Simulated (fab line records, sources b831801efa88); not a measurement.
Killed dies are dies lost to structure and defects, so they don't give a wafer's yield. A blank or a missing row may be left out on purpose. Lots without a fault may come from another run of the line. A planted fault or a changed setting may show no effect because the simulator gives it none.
fab line records | flow sky130
record lots=13 wafers=39 last_day=50
route steps=708 shown FIELD_ISO@18 NWELL@81 PAD_OPEN@708
lots that met no fault: from a run of the same line without faults
start_h: hours from the record's first day to the start of the lot's first wafer shown | wait_h: hours since the lot's step before | " the same as in the row above | L1.1+2: a row that stands for several wafers | - no value, or no start given | * or withheld: withheld | < > ~ a bound
route shown NAME@n: a module of which the file shows steps, and the number in the route of the first | usual: mean/standard deviation of fault-free wafers | same: alike in all rows | chamber/n: place in a boat | sites: the reading at each site | _std_site: their standard deviation | _edge_site: outer sites' mean less inner sites' | radius_mm: how far each site lies from the wafer's centre | mask NAME#n: copy n | behind: the tool/chamber that last shaped the wafer | hold: why the lot was held/for how many hours/how that ended | device: the transistor (n, p or np) that didn't switch | end of line: the same wafers' tests at the end of the route | a step without rows: its recipe alone | killed: dies lost to structure and defects at the first sort, not the wafer's yield | map: a wafer's dies, x killed, . not, _ none there
set.NAME: the setting as run; set.NAME@STEP: as run at that earlier step | model.NAME: the simulator's own value behind a step, which no gauge read
steps of the route over a sample of lots; a table a step, a row a wafer
services: from which hour (start_h, from the record's first day; less than 0 if before it) a tool's chamber was out of use, for how many hours, and why
## steps
# step SKY_FIELD_ISO_ETCH_17
# recipe target_depth_a=3420 mask_material=Si3N4 chemistry=HBr/Cl2/O2 target=Si taper_deg=5 icp_w=600 bias_w=150 pressure_mtorr=15 HBr_flow_sccm=150 Cl2_flow_sccm=40 O2_flow_sccm=6 time_s=97.7
# usual drypump_motor_current_A=6.1/0.42 oes_product_au=0.998/0.011 throttle_valve_pct=25.657/0.011
# columns lot.wafer tool chamber start_h wait_h drypump_motor_current_A oes_product_au rf_hours_counter_h throttle_valve_pct
L414.2 rie_si-02 3 34.24 0.1 5.9 1.005 48 25.653
L414.3 " 2 " " 6.5 1.007 77 25.657
L414.6 " 1 " " 6.7 1.013 - 25.638
L415.3 rie_si-02 2 39.81 0.0 6.5 0.985 77 25.655
L415.4 " 1 " " 6.7 1.003 70 25.653
L415.5 " 0 " " 6.2 0.992 - 25.661
L419.1 rie_si-01 1 59.05 0.1 5.7 0.988 12 25.672
L419.3 " 2 " " 5.4 1.003 17 25.642
L419.6 " 2 " " 5.4 1.003 - 25.658
L420.3 rie_si-02 3 66.09 0.0 5.8 1.009 48 25.661
L420.4 " 2 " " 6.4 1.007 77 25.635
L420.5 " 3 " " 5.8 1.010 - 25.651
L422.2 rie_si-01 0 75.80 0.1 6.3 1.010 114 25.660
L422.3 " 3 " " 5.7 0.975 24 25.655
L422.4 " 2 " " 5.4 0.994 17 25.646
L426.1 rie_si-02 2 97.19 0.1 6.5 0.987 77 25.655
L426.3 " 1 " " 6.7 1.014 70 25.648
L426.5 " 0 " " 6.3 0.985 - 25.645
L427.3 rie_si-02 2 103.80 0.0 6.5 0.989 78 25.669
L427.4 " 1 " " 6.7 1.011 70 25.644
L427.6 " 0 " " 6.3 0.985 - 25.677
L428.2 rie_si-02 0 108.31 0.1 6.3 1.000 142 25.666
L428.5 " 3 " " 5.9 1.010 - 25.653
L428.6 " 2 " " 6.4 0.996 - 25.653
L429.1 rie_si-01 3 112.65 0.1 5.7 0.986 24 25.674
L429.2 " 1 " " 5.7 0.993 12 25.648
L429.3 " 2 " " 5.4 1.001 18 25.651
L430.1 rie_si-01 0 116.01 0.1 6.3 1.012 114 25.654
L430.5 " 1 " " 5.7 0.991 - 25.687
L430.6 " 0 " " 6.3 1.012 - 25.657
L431.2 rie_si-02 3 126.20 0.1 5.8 0.998 48 25.658
L431.3 " 1 " " 6.7 1.010 70 25.628
L431.4 " 1 " " 6.7 1.002 - 25.644
L434.1 rie_si-01 3 137.11 0.1 5.6 0.975 24 25.658
L434.3 " 0 " " 6.3 1.002 114 25.644
L434.4 " 1 " " 5.7 0.981 12 25.664
L435.3 rie_si-02 2 151.80 0.0 6.5 1.003 78 25.656
L435.4 " 3 " " 5.8 1.013 48 25.642
L435.5 " 3 " " 5.8 1.001 - 25.647
# step SKY_FIELD_ISO_THK_MEAS_23
# recipe reads=SiO2_of_FIELD_ISO_OXIDATION_22
# usual FIELD_ISO_OXIDATION_01_THK=9.83/0.21
# columns lot.wafer tool chamber start_h wait_h FIELD_ISO_OXIDATION_01_THK[nm]
L414.2 film_metro-02 - 36.52 0.0 9.55
L414.3 " - " " 9.62
L414.6 " - " " 9.40
L415.3 film_metro-03 - 42.34 0.0 9.67
L415.4 " - " " 9.82
L415.5 " - " " 9.70
L419.1 film_metro-04 - 61.52 0.0 9.92
L419.3 " - " " 10.00
L419.6 " - " " 9.87
L420.3 film_metro-02 - 68.98 0.0 9.77
L420.4 " - " " 9.86
L420.5 " - " " 9.93
L422.2 film_metro-03 - 79.35 0.0 9.93
L422.3 " - " " 9.87
L422.4 " - " " 9.91
L426.1 film_metro-03 - 100.25 0.0 9.99
L426.3 " - " " 9.88
L426.5 " - " " 9.88
L428.2 film_metro-03 - 109.98 0.0 9.56
L428.5 " - " " 9.51
L428.6 " - " " 9.68
L427.3 film_metro-02 - 109.99 0.0 9.89
L427.4 " - " " 9.69
L427.6 " - " " 9.76
L429.1 film_metro-02 - 121.22 0.0 9.98
L429.2 " - " " 9.88
L429.3 " - " " 10.12
L430.1 film_metro-03 - 121.22 0.0 9.82
L430.5 " - " " 9.78
L430.6 " - " " 9.98
L431.2 film_metro-03 - 133.85 0.0 9.91
L431.3 " - " " 9.92
L431.4 " - " " 9.83
L434.1 film_metro-02 - 143.42 0.0 9.42
L434.3 " - " " 9.50
L434.4 " - " " 9.52
L435.3 film_metro-03 - 159.00 0.0 9.99
L435.4 " - " " 10.13
L435.5 " - " " 9.96
# step SKY_FIELD_ISO_ANNEAL_26
# recipe temp_c=1000 time_s=1800 ambient=N2
# usual spike_tc_upper_C=999.8/0.97 zone_power_centre_pct=22.2/0.86 zone_power_upper_pct=21.01/0.19
# columns lot.wafer tool chamber start_h wait_h spike_tc_upper_C zone_power_centre_pct zone_power_upper_pct
L414.2 furnace-01 0 37.35 0.7 999.1 23.5 21.10
L414.3 " 0 " " 999.3 23.7 21.04
L414.6 " 0 " " 999.1 23.8 20.88
L415.3 furnace-01 0 42.51 0.0 998.8 23.9 20.82
L415.4 " 0 " " 999.7 23.8 20.85
L415.5 " 0 " " 999.6 24.1 21.25
L419.1 furnace-02 0 62.91 1.3 1000.8 21.8 21.03
L419.3 " 0 " " 1001.0 22.1 20.99
L419.6 " 0 " " 1000.0 21.8 21.12
L420.3 furnace-02 0 69.56 0.4 1000.3 21.7 21.01
L420.4 " 0 " " 1001.2 21.9 20.90
L420.5 " 0 " " 1001.7 21.8 21.16
L422.2 furnace-02 0 79.53 0.0 1000.1 21.5 20.88
L422.3 " 0 " " 1000.2 22.0 21.23
L422.4 " 0 " " 997.8 22.0 21.05
L422.2 furnace-01 0 81.73 0.7 998.9 23.9 20.98
L422.3 " 0 " " 998.4 23.8 20.85
L422.4 " 0 " " 999.4 23.4 21.02
L426.1 furnace-02 0 105.95 5.6 1000.7 21.6 21.16
L426.3 " 0 " " 1000.1 21.8 21.04
L426.5 " 0 " " 1000.5 22.0 20.93
L426.1 furnace-02 0 109.97 2.5 999.7 21.8 21.00
L426.3 " 0 " " 1001.1 21.8 20.97
L426.5 " 0 " " 1000.1 21.9 21.03
L427.3 furnace-02 0 117.14 7.0 999.3 21.7 21.04
L427.4 " 0 " " 999.9 21.7 21.21
L427.6 " 0 " " 1001.1 21.9 21.01
L428.2 furnace-02 0 117.14 7.0 1000.1 21.7 20.60
L428.5 " 0 " " 999.2 21.5 20.99
L428.6 " 0 " " 999.2 21.6 21.40
L429.1 furnace-02 0 131.17 9.8 999.7 21.9 20.83
L429.2 " 0 " " 1001.2 21.7 21.25
L429.3 " 0 " " 1000.3 21.5 20.77
L430.1 furnace-02 0 131.17 9.8 1001.7 22.5 21.05
L430.5 " 0 " " 998.0 21.9 21.23
L430.6 " 0 " " 998.3 21.8 20.92
L431.2 furnace-02 0 140.75 6.8 1000.6 21.7 21.46
L431.3 " 0 " " 1000.6 21.7 20.93
L431.4 " 0 " " 999.4 21.8 21.00
L434.1 furnace-02 0 149.11 5.5 999.8 21.6 21.03
L434.3 " 0 " " 1000.7 21.5 21.15
L434.4 " 0 " " 999.2 21.7 21.04
L435.3 furnace-02 0 166.95 7.7 1001.0 21.8 21.04
L435.4 " 0 " " 1000.0 21.9 20.89
L435.5 " 0 " " 998.8 21.9 20.90
# step SKY_NWELL_RTA_28
# recipe temp_c=1050 time_s=30 idle_temp_c=650 ramp_up_c_per_s=150 ramp_down_c_per_s=90 ambient=N2
# usual lamp_power_pct=25.30/0.055 wafer_temp_C_max=1055.0/0.97
# columns lot.wafer tool chamber start_h wait_h lamp_power_pct wafer_temp_C_max
L414.2 rtp_anneal-02 0 108.14 0.0 25.34 1055.4
L414.3 " 0 " " 25.26 1055.5
L414.6 " 0 " " 25.25 1056.6
L415.3 rtp_anneal-01 0 113.97 0.0 25.28 1053.5
L415.4 " 0 " " 25.29 1054.8
L415.5 " 0 " " 25.31 1055.7
L419.1 rtp_anneal-02 0 137.54 0.0 25.30 1053.2
L419.3 " 0 " " 25.27 1054.7
L419.6 " 0 " " 25.32 1055.7
L420.3 rtp_anneal-01 0 145.57 0.0 25.25 1055.7
L420.4 " 0 " " 25.31 1053.6
L420.5 " 0 " " 25.34 1053.9
L422.2 rtp_anneal-02 0 154.65 0.0 25.34 1055.0
L422.3 " 0 " " 25.28 1054.5
L422.4 " 0 " " 25.35 1053.9
L426.1 rtp_anneal-01 0 190.14 0.0 25.33 1056.0
L426.3 " 0 " " 25.26 1053.8
L426.5 " 0 " " 25.37 1055.0
L428.2 rtp_anneal-02 0 206.84 0.0 25.30 1055.6
L428.5 " 0 " " 25.24 1053.9
L428.6 " 0 " " 25.28 1056.1
L427.3 rtp_anneal-01 0 207.20 0.0 25.30 1053.4
L427.4 " 0 " " 25.40 1055.4
L427.6 " 0 " " 25.34 1053.3
L429.1 rtp_anneal-01 0 221.10 0.0 25.30 1054.2
L429.2 " 0 " " 25.24 1056.5
L429.3 " 0 " " 25.37 1055.3
L430.1 rtp_anneal-02 0 221.74 0.0 25.29 1053.7
L430.5 " 0 " " 25.32 1054.1
L430.6 " 0 " " 25.39 1055.4
L431.2 rtp_anneal-02 0 230.91 0.0 25.23 1056.7
L431.3 " 0 " " 25.23 1055.7
L431.4 " 0 " " 25.24 1053.4
L434.1 rtp_anneal-02 0 242.47 0.0 25.35 1054.9
L434.3 " 0 " " 25.34 1054.6
L434.4 " 0 " " 25.45 1054.7
L435.3 rtp_anneal-02 0 260.11 0.0 25.28 1056.0
L435.4 " 0 " " 25.31 1056.4
L435.5 " 0 " " 25.25 1054.6
# step SKY_PAD_OPEN_PROBE_99
# usual killed_at_M0_to_M3=44/7.3 killed_at_M4_up=3.2/1.8 killed_at_contacts=24/5.4 killed_at_front_end=16/4.4 killed_at_other=0.3/0.48 killed_dies=86/9.5 killed_open=47/7.7 killed_short=39/6.4
# same gross_dies=492 killed_at_back_side=0
# columns lot.wafer tool chamber start_h wait_h killed_at_M0_to_M3 killed_at_M4_up killed_at_contacts killed_at_front_end killed_at_other killed_dies killed_open killed_short
L414.2 prober-02 - 1070.28 0.1 36 7 17 9 0 69 38 31
L414.3 prober-02 - 1070.33 0.2 43 3 28 10 1 85 43 42
L414.6 prober-02 - 1070.48 0.2 32 1 29 14 0 76 47 29
L415.3 prober-02 - 1076.55 0.2 30 5 24 22 0 81 44 37
L415.4 prober-02 - 1076.60 0.2 49 4 24 13 0 90 59 31
L415.5 prober-02 - 1076.65 0.2 46 1 17 18 0 82 37 45
L419.1 prober-02 - 1102.19 0.1 35 4 26 26 0 91 54 37
L419.3 prober-02 - 1102.29 0.2 31 4 21 17 2 75 37 38
L419.6 prober-02 - 1102.44 0.2 53 3 18 22 0 96 51 45
L420.3 prober-01 - 1109.31 0.2 44 1 24 18 0 87 53 34
L420.4 prober-01 - 1109.36 0.2 36 4 22 20 0 82 47 35
L420.5 prober-01 - 1109.41 0.2 42 7 31 23 0 103 63 40
L422.2 prober-01 - 1124.14 0.1 38 3 22 10 0 73 45 28
L422.3 prober-01 - 1124.19 0.2 57 2 31 12 0 102 66 36
L422.4 prober-01 - 1124.24 0.2 55 1 32 13 1 102 62 40
L426.1 prober-01 - 1155.72 0.1 33 4 25 18 0 80 51 29
L426.3 prober-01 - 1155.82 0.2 26 4 28 18 0 76 39 37
L426.5 prober-01 - 1155.92 0.2 32 2 29 17 1 81 39 42
L428.2 prober-02 - 1176.44 0.1 57 6 26 18 0 107 51 56
L428.5 prober-02 - 1176.59 0.2 43 0 18 16 0 77 44 33
L428.6 prober-02 - 1176.64 0.2 38 4 21 21 0 84 40 44
L427.3 prober-02 - 1178.71 0.2 34 3 17 9 1 64 21 43
L427.4 prober-02 - 1178.76 0.2 39 4 18 25 2 88 44 44
L427.6 prober-02 - 1178.86 0.2 45 3 19 19 0 86 34 52
L429.1 prober-01 - 1183.49 0.1 30 5 28 8 0 71 37 34
L429.2 prober-01 - 1183.54 0.1 39 6 28 12 0 85 50 35
L429.3 prober-01 - 1183.59 0.2 35 3 33 9 0 80 41 39
L430.1 prober-01 - 1185.11 0.1 54 5 19 16 0 94 50 44
L430.5 prober-01 - 1185.31 0.2 51 3 19 11 0 84 48 36
L430.6 prober-01 - 1185.36 0.2 37 4 30 14 0 85 40 45
L431.2 prober-02 - 1189.84 0.1 37 5 12 23 1 78 29 49
L431.3 prober-02 - 1189.89 0.2 47 3 28 13 1 92 53 39
L431.4 prober-02 - 1189.94 0.2 43 3 18 13 0 77 47 30
L434.1 prober-02 - 1200.59 0.1 55 1 23 18 0 97 55 42
L434.3 prober-02 - 1200.69 0.2 57 2 20 10 1 90 48 42
L434.4 prober-02 - 1200.74 0.2 49 4 18 17 1 89 49 40
L435.3 prober-01 - 1208.77 0.2 40 0 23 17 0 80 44 36
L435.4 prober-01 - 1208.82 0.2 36 4 24 14 1 79 36 43
L435.5 prober-01 - 1208.87 0.2 52 2 16 16 1 87 47 40
# killed by level:class
L414.2 CONTACT:geometric_particle:open=7 VIA2:geometric_particle:open=6 LI_CONTACT:geometric_particle:open=5 METAL1:geometric_particle:short=5 VIA3:geometric_particle:open=5 METAL2:geometric_particle:short=5 METAL4:geometric_particle:short=4 VIA1:geometric_particle:short=4
L414.3 LI_CONTACT:geometric_particle:open=12 CONTACT:geometric_particle:open=9 METAL1:geometric_particle:short=9 VIA1:geometric_particle:open=7 VIA3:geometric_particle:open=7 METAL2:geometric_particle:short=4 VIA1:geometric_particle:short=4 VIA3:geometric_particle:short=4
L414.6 CONTACT:geometric_particle:open=10 LI_CONTACT:geometric_particle:open=8 VIA1:geometric_particle:open=6 METAL2:geometric_particle:short=6 VIA1:geometric_particle:short=5 FIELD_ISO:geometric_particle:open=4 VIA3:geometric_particle:open=4 SPACER:geometric_particle:open=3
L415.3 LI_CONTACT:geometric_particle:open=9 CONTACT:geometric_particle:open=7 VIA1:geometric_particle:open=7 POLY_GATE:geometric_particle:short=6 POLY_GATE:geometric_particle:open=5 VIA1:geometric_particle:short=5 VIA3:geometric_particle:open=5 FIELD_ISO:geometric_particle:open=4
L415.4 VIA1:geometric_particle:open=13 LI_CONTACT:geometric_particle:open=8 VIA2:geometric_particle:open=7 CONTACT:geometric_particle:open=6 VIA3:geometric_particle:open=6 FIELD_ISO:geometric_particle:open=5 LOCAL_INTERCONNECT:geometric_particle:open=5 METAL1:geometric_particle:short=4
L415.5 VIA1:geometric_particle:open=11 METAL1:geometric_particle:short=7 POLY_GATE:geometric_particle:short=6 LI_CONTACT:geometric_particle:open=6 VIA2:geometric_particle:short=6 VIA2:geometric_particle:open=6 FIELD_ISO:geometric_particle:short=5 LOCAL_INTERCONNECT:geometric_particle:short=4
L419.1 CONTACT:geometric_particle:open=12 VIA1:geometric_particle:open=10 FIELD_ISO:geometric_particle:open=9 FIELD_ISO:geometric_particle:short=7 LI_CONTACT:geometric_particle:open=7 POLY_GATE:geometric_particle:short=5 VIA2:geometric_particle:open=5 CONTACT:geometric_particle:short=4
L419.3 CONTACT:geometric_particle:open=9 VIA3:geometric_particle:short=5 VIA1:geometric_particle:short=5 VIA1:geometric_particle:open=5 FIELD_ISO:geometric_particle:short=4 FIELD_ISO:geometric_particle:open=4 LI_CONTACT:geometric_particle:short=4 CONTACT:geometric_particle:short=4
L419.6 VIA1:geometric_particle:open=11 VIA2:geometric_particle:short=8 METAL2:geometric_particle:short=8 CONTACT:geometric_particle:open=7 FIELD_ISO:geometric_particle:open=6 CONTACT:geometric_particle:short=6 METAL1:geometric_particle:short=5 VIA1:geometric_particle:short=5
L420.3 VIA1:geometric_particle:open=14 LI_CONTACT:geometric_particle:open=9 CONTACT:geometric_particle:open=9 VIA3:geometric_particle:open=6 POLY_GATE:geometric_particle:short=5 VIA2:geometric_particle:open=5 FIELD_ISO:geometric_particle:open=4 VIA1:geometric_particle:short=4
L420.4 VIA1:geometric_particle:open=10 CONTACT:geometric_particle:open=8 FIELD_ISO:geometric_particle:open=7 VIA3:geometric_particle:open=7 LI_CONTACT:geometric_particle:open=6 FIELD_ISO:geometric_particle:short=5 POLY_GATE:geometric_particle:open=4 VIA1:geometric_particle:short=4
L420.5 VIA1:geometric_particle:open=15 CONTACT:geometric_particle:open=11 FIELD_ISO:geometric_particle:open=10 VIA3:geometric_particle:open=7 LI_CONTACT:geometric_particle:open=6 FIELD_ISO:geometric_particle:short=5 POLY_GATE:geometric_particle:short=5 VIA1:geometric_particle:short=5
L422.2 VIA1:geometric_particle:open=13 LI_CONTACT:geometric_particle:open=7 CONTACT:geometric_particle:open=6 VIA1:geometric_particle:short=6 FIELD_ISO:geometric_particle:open=5 CONTACT:geometric_particle:short=3 METAL1:geometric_particle:short=3 METAL2:geometric_particle:short=3
L422.3 LI_CONTACT:geometric_particle:open=13 VIA1:geometric_particle:open=11 VIA2:geometric_particle:open=10 CONTACT:geometric_particle:open=9 VIA3:geometric_particle:open=9 LOCAL_INTERCONNECT:geometric_particle:short=6 METAL1:geometric_particle:short=5 VIA3:geometric_particle:short=5
L422.4 VIA1:geometric_particle:open=14 VIA3:geometric_particle:open=12 VIA2:geometric_particle:open=10 CONTACT:geometric_particle:open=10 CONTACT:geometric_particle:short=8 LOCAL_INTERCONNECT:geometric_particle:short=5 METAL2:geometric_particle:short=5 POLY_GATE:geometric_particle:open=4
L426.1 CONTACT:geometric_particle:open=15 VIA1:geometric_particle:open=9 FIELD_ISO:geometric_particle:open=7 METAL1:geometric_particle:short=6 LI_CONTACT:geometric_particle:open=5 METAL2:geometric_particle:short=5 POLY_GATE:geometric_particle:open=4 CONTACT:geometric_particle:short=4
L426.3 CONTACT:geometric_particle:open=9 VIA2:geometric_particle:open=7 FIELD_ISO:geometric_particle:short=6 VIA1:geometric_particle:open=6 LI_CONTACT:geometric_particle:short=5 LI_CONTACT:geometric_particle:open=5 CONTACT:geometric_particle:short=4 VIA1:geometric_particle:short=4
L426.5 CONTACT:geometric_particle:open=8 FIELD_ISO:geometric_particle:short=6 LOCAL_INTERCONNECT:geometric_particle:short=6 CONTACT:geometric_particle:short=6 VIA3:geometric_particle:open=5 POLY_GATE:geometric_particle:open=4 VIA1:geometric_particle:open=4 LI_CONTACT:geometric_particle:short=4
L428.2 VIA3:geometric_particle:short=11 VIA2:geometric_particle:open=10 CONTACT:geometric_particle:open=8 LI_CONTACT:geometric_particle:open=7 VIA1:geometric_particle:open=7 LI_CONTACT:geometric_particle:short=6 FIELD_ISO:geometric_particle:short=5 METAL1:geometric_particle:short=5
L428.5 VIA1:geometric_particle:open=13 LI_CONTACT:geometric_particle:open=7 VIA1:geometric_particle:short=7 FIELD_ISO:geometric_particle:short=6 POLY_GATE:geometric_particle:open=6 VIA2:geometric_particle:open=5 METAL1:geometric_particle:short=4 VIA3:geometric_particle:open=4
L428.6 VIA1:geometric_particle:open=10 LI_CONTACT:geometric_particle:open=9 METAL1:geometric_particle:short=7 LOCAL_INTERCONNECT:geometric_particle:short=6 FIELD_ISO:geometric_particle:open=5 FIELD_ISO:geometric_particle:short=5 POLY_GATE:geometric_particle:short=5 VIA1:geometric_particle:short=5
L427.3 METAL1:geometric_particle:short=10 LOCAL_INTERCONNECT:geometric_particle:short=7 VIA1:geometric_particle:open=6 VIA1:geometric_particle:short=5 LI_CONTACT:geometric_particle:open=4 POLY_GATE:geometric_particle:short=3 METAL2:geometric_particle:short=3 VIA3:geometric_particle:short=3
L427.4 VIA1:geometric_particle:open=9 POLY_GATE:geometric_particle:short=7 FIELD_ISO:geometric_particle:open=6 CONTACT:geometric_particle:open=6 VIA3:geometric_particle:open=6 LI_CONTACT:geometric_particle:open=5 METAL2:geometric_particle:short=5 VIA1:geometric_particle:short=5
L427.6 METAL1:geometric_particle:short=10 VIA1:geometric_particle:open=9 VIA1:geometric_particle:short=7 FIELD_ISO:geometric_particle:short=6 CONTACT:geometric_particle:short=5 LI_CONTACT:geometric_particle:open=5 CONTACT:geometric_particle:open=5 METAL2:geometric_particle:short=5
L429.1 CONTACT:geometric_particle:open=8 VIA1:geometric_particle:open=8 LOCAL_INTERCONNECT:geometric_particle:short=7 CONTACT:geometric_particle:short=6 LI_CONTACT:geometric_particle:open=5 VIA1:geometric_particle:short=5 VIA3:geometric_particle:open=4 METAL1:geometric_particle:short=3
L429.2 CONTACT:geometric_particle:open=13 VIA1:geometric_particle:open=9 VIA3:geometric_particle:open=7 LI_CONTACT:geometric_particle:open=6 CONTACT:geometric_particle:short=5 METAL1:geometric_particle:short=4 METAL2:geometric_particle:short=4 METAL4:geometric_particle:short=4
L429.3 CONTACT:geometric_particle:open=16 VIA1:geometric_particle:open=9 CONTACT:geometric_particle:short=7 METAL3:geometric_particle:short=6 VIA2:geometric_particle:open=5 LI_CONTACT:geometric_particle:open=4 LI_CONTACT:geometric_particle:short=4 VIA1:geometric_particle:short=4
L430.1 VIA1:geometric_particle:open=15 FIELD_ISO:geometric_particle:short=7 CONTACT:geometric_particle:open=7 LI_CONTACT:geometric_particle:open=6 FIELD_ISO:geometric_particle:open=5 METAL1:geometric_particle:short=5 VIA3:geometric_particle:short=5 METAL2:geometric_particle:short=5
L430.5 VIA1:geometric_particle:open=14 CONTACT:geometric_particle:open=9 METAL1:geometric_particle:short=7 VIA3:geometric_particle:open=7 LI_CONTACT:geometric_particle:open=6 VIA3:geometric_particle:short=6 VIA1:geometric_particle:short=5 POLY_GATE:geometric_particle:open=4
L430.6 CONTACT:geometric_particle:open=10 VIA1:geometric_particle:open=7 LI_CONTACT:geometric_particle:short=6 FIELD_ISO:geometric_particle:open=5 LI_CONTACT:geometric_particle:open=5 METAL1:geometric_particle:short=5 VIA2:geometric_particle:short=5 METAL4:geometric_particle:short=4
L431.2 POLY_GATE:geometric_particle:short=10 VIA1:geometric_particle:short=8 METAL1:geometric_particle:short=6 VIA3:geometric_particle:open=6 VIA1:geometric_particle:open=5 METAL2:geometric_particle:short=5 METAL4:geometric_particle:short=4 LI_CONTACT:geometric_particle:open=4
L431.3 VIA1:geometric_particle:open=14 CONTACT:geometric_particle:open=10 VIA3:geometric_particle:open=7 METAL2:geometric_particle:short=7 FIELD_ISO:geometric_particle:open=5 LI_CONTACT:geometric_particle:open=5 VIA1:geometric_particle:short=4 LI_CONTACT:geometric_particle:short=4
L431.4 VIA1:geometric_particle:open=11 CONTACT:geometric_particle:open=7 LI_CONTACT:geometric_particle:open=6 METAL2:geometric_particle:short=6 VIA2:geometric_particle:open=5 FIELD_ISO:geometric_particle:open=4 VIA1:geometric_particle:short=4 VIA3:geometric_particle:open=4
L434.1 VIA2:geometric_particle:open=15 VIA1:geometric_particle:open=13 CONTACT:geometric_particle:open=10 FIELD_ISO:geometric_particle:short=8 METAL2:geometric_particle:short=8 LOCAL_INTERCONNECT:geometric_particle:short=6 VIA3:geometric_particle:open=6 METAL1:geometric_particle:short=4
L434.3 VIA1:geometric_particle:open=14 VIA2:geometric_particle:open=10 CONTACT:geometric_particle:open=7 VIA3:geometric_particle:open=7 CONTACT:geometric_particle:short=6 VIA2:geometric_particle:short=5 METAL1:geometric_particle:short=5 VIA1:geometric_particle:short=5
L434.4 VIA2:geometric_particle:open=12 VIA1:geometric_particle:open=11 VIA1:geometric_particle:short=7 VIA2:geometric_particle:short=5 FIELD_ISO:geometric_particle:open=4 POLY_GATE:geometric_particle:open=4 LI_CONTACT:geometric_particle:short=4 LI_CONTACT:geometric_particle:open=4
L435.3 VIA1:geometric_particle:open=17 CONTACT:geometric_particle:open=8 LI_CONTACT:geometric_particle:open=5 VIA2:geometric_particle:open=5 VIA1:geometric_particle:short=5 SPACER:geometric_particle:short=4 LOCAL_INTERCONNECT:geometric_particle:short=4 METAL1:geometric_particle:short=4
L435.4 VIA1:geometric_particle:open=11 CONTACT:geometric_particle:short=9 CONTACT:geometric_particle:open=8 METAL1:geometric_particle:short=6 POLY_GATE:geometric_particle:short=4 VIA2:geometric_particle:short=4 VIA2:geometric_particle:open=4 VIA3:geometric_particle:short=4
L435.5 METAL2:geometric_particle:short=10 VIA2:geometric_particle:open=8 LI_CONTACT:geometric_particle:open=7 VIA3:geometric_particle:open=7 VIA1:geometric_particle:open=7 VIA2:geometric_particle:short=6 VIA1:geometric_particle:short=6 POLY_GATE:geometric_particle:open=5
## services
# columns tool chamber start_h hours kind
rie_si-02 - 51.06 14.6 pm
furnace-01 - 62.77 5.0 pm
furnace-01 - 71.62 2.8 pm
rtp_anneal-02 - 116.55 5.2 pm
rie_si-02 0 118.03 - clean
rie_si-02 0 118.03 15.6 scheduled_down
rie_si-02 0 118.03 15.6 vent_cycle
furnace-02 - 160.51 3.6 pm
rie_si-01 0 165.77 15.8 repair
rie_si-01 3 191.03 4.6 repair
furnace-01 - 231.31 7.9 pm
rie_si-01 0 235.05 - clean
rie_si-01 0 235.05 19.8 scheduled_down
rie_si-01 0 235.05 19.8 vent_cycle
rie_si-02 2 239.91 10.6 repair
furnace-01 - 240.40 2.8 pm
furnace-02 - 250.68 3.7 pm
## key
first_sign step=SKY_FIELD_ISO_ANNEAL_26 reading=visit direction=added
effect none on later readings
met_at SKY_FIELD_ISO_ANNEAL_26
struck_lots L422,L426
tester_left_out L422,L426
not_acting_at SKY_FIELD_ISO_ETCH_17,SKY_FIELD_ISO_THK_MEAS_23,SKY_NWELL_RTA_28
fault kind=repeated_step_whole tool=furnace-01,furnace-02 chamber=- onset_h=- steps=SKY_FIELD_ISO_ANNEAL_26 times=1 scope=struck_lots_only
# tester_left_out: of these lots the tester's yield and bins aren't shown, on N5 and GAA mostly nor the transistor test; their killed dies are dies lost to structure and defects alone, not to doping, threshold or leakage, so they don't give the yield
